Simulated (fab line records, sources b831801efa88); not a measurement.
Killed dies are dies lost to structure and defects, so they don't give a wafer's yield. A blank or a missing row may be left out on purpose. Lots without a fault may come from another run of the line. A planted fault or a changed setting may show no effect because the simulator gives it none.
Which tool did it? | flow sky130 | 14 lots, 42 wafers sampled, at 2 steps of a route of 708

WHAT THE GAUGES READ, wafer by wafer
The record holds no reading of a measuring or inspecting step that can be judged against a usual standard deviation.

WHICH TOOL RAN EACH LOT (tool, then ch and the chambers of the sampled wafers, then the start)
lot  | SKY_METAL4_ETCH_16                | SKY_PAD_OPEN_PROBE_99
L324 | rie_metal-02 ch 0,1, day 41 11:56 | -
L325 | rie_metal-02 ch 1, day 41 23:05   | -
L326 | rie_metal-02 ch 1, day 42 03:47   | -
L327 | rie_metal-04 ch 0,1, day 42 04:26 | -
L328 | rie_metal-04 ch 0,1, day 42 18:58 | -
L330 | rie_metal-01 ch 0, day 43 18:38   | -
L331 | rie_metal-01 ch 0,1, day 43 23:27 | -
L329 | rie_metal-01 ch 0,1, day 44 00:53 | prober-02, day 47 17:29
L334 | rie_metal-04 ch 0,1, day 44 13:56 | -
L335 | rie_metal-04 ch 0,1, day 44 16:20 | -
L336 | rie_metal-01 ch 0,1, day 44 23:28 | -
L340 | rie_metal-04 ch 0,1, day 46 05:11 | -
L342 | rie_metal-02 ch 0,1, day 46 08:05 | prober-01, day 49 17:42
L343 | rie_metal-04 ch 0,1, day 46 20:32 | -
- SKY_METAL4_ETCH_16: etches BARC in N2/H2, stops on SiO2, time 88.2 s, target depth 60 nm.
- SKY_PAD_OPEN_PROBE_99

WHAT THE TOOLS THEMSELVES READ (means of the sampled wafers that have a number; where no wafer has one, the mark that the record gives instead)
SKY_METAL4_ETCH_16.
lot  | tool         | bias_w (W) | chamber_pressure_mTorr (mTorr) | drypump_motor_current_A (A) | oes_product_au (a.u.) | rf_fwd_power_W (W) | throttle_valve_pct (%)
L324 | rie_metal-02 | 99.94      | 29.984                         | 6.2                         | 0.623                 | 499.1              | 13.203
L325 | rie_metal-02 | 100.01     | 30.013                         | 5.5                         | 0.631                 | 498.9              | 13.203
L326 | rie_metal-02 | 99.71      | 30.004                         | 5.5                         | 0.627                 | 497.7              | 13.200
L327 | rie_metal-04 | 99.95      | 29.995                         | 6.0                         | 0.623                 | 496.0              | 13.208
L328 | rie_metal-04 | 99.94      | 30.006                         | 6.0                         | 0.625                 | 494.7              | 13.208
L330 | rie_metal-01 | 100.15     | 29.996                         | 6.4                         | 0.623                 | 497.3              | 13.212
L331 | rie_metal-01 | 99.98      | 30.012                         | 5.6                         | 0.625                 | 499.0              | 13.204
L329 | rie_metal-01 | 102.18     | 29.990                         | 6.0                         | 0.625                 | 497.4              | 13.207
L334 | rie_metal-04 | 99.99      | 29.999                         | 6.0                         | 0.625                 | 495.4              | 13.208
L335 | rie_metal-04 | 99.90      | 29.995                         | 6.0                         | 0.627                 | 494.7              | 13.205
L336 | rie_metal-01 | 104.98     | 29.996                         | 5.6                         | 0.630                 | 497.6              | 13.215
L340 | rie_metal-04 | 99.94      | 30.004                         | 6.0                         | 0.626                 | 493.8              | 13.213
L342 | rie_metal-02 | 100.27     | 30.010                         | 5.9                         | 0.626                 | 500.0              | 13.204
L343 | rie_metal-04 | 100.19     | 30.006                         | 6.0                         | 0.623                 | 496.9              | 13.204

SKY_PAD_OPEN_PROBE_99.
lot  | tool      | defect_limited_yield (%) | killed_at_M0_to_M3 | killed_at_M4_up | killed_at_contacts | killed_at_front_end | killed_at_other | killed_dies | killed_open | killed_short | sort_bin_3_pad_short (%) | sort_bin_5_function (%) | sort_bin_6_memory (%) | sort_n_pass | sort_yield_pct (%)
L329 | prober-02 | 82.9                     | 42                 | 3.7             | 22                 | 16                  | 0.0             | 84          | 44          | 39           | 0.5                      | 10.6                    | 6.0                   | 408         | 82.9
L342 | prober-01 | 82.1                     | 44                 | 4.3             | 24                 | 16                  | 0.3             | 88          | 50          | 38           | 0.7                      | 11.2                    | 6.1                   | 404         | 82.1

THE ANSWER, worked out from the rows above alone
Rule: what is usual is taken from the lots themselves. Put in order of their means at a reading, lots are off if they are a third of the lots or fewer, leave a main group of 4 or more, and stand apart from it by a gap of 3 or more times the standard deviation of the main group's means; of several such gaps the widest counts. A main group whose means are all the same, to the digits that the tables above print for the reading, isn't used. A lot without any number at a reading at which 4 lots or more have one is off too. The other lots that the step has rows for count as sound. The gauges are gone through in route order, then the tools' own readings, and for those a lot's mean is taken as printed above. The first step at which some lot is off is used, and at that step the reading that is off furthest; a lot without a number counts as furthest.
Off: L329, L336, at SKY_METAL4_ETCH_16 (bias_w). The main group: mean 100.00 W, standard deviation 0.14.
A tool fits if, at that step or a process step before it, it ran every lot that is off, and no sound lot after the first of them. One fits: rie_metal-01 at SKY_METAL4_ETCH_16. Its last sound lot is L331 (day 43 23:27), its first lot that is off L329 (day 44 00:53): a fault that began between those two fits.
The tool's own readings at SKY_METAL4_ETCH_16 bear it out: on the lots that are off they differ by more than 5 times the standard deviation of the sound lots' means. bias_w reads 103.58 W there against 100.00 W on the sound lots.

WHAT THE SIMULATOR HAD PUT IN
Process parameter drift: rie_metal-01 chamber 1, from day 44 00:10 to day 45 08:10, at SKY_METAL4_ETCH_16. Setting bias_w, moved by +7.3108, from 100. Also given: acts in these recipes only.
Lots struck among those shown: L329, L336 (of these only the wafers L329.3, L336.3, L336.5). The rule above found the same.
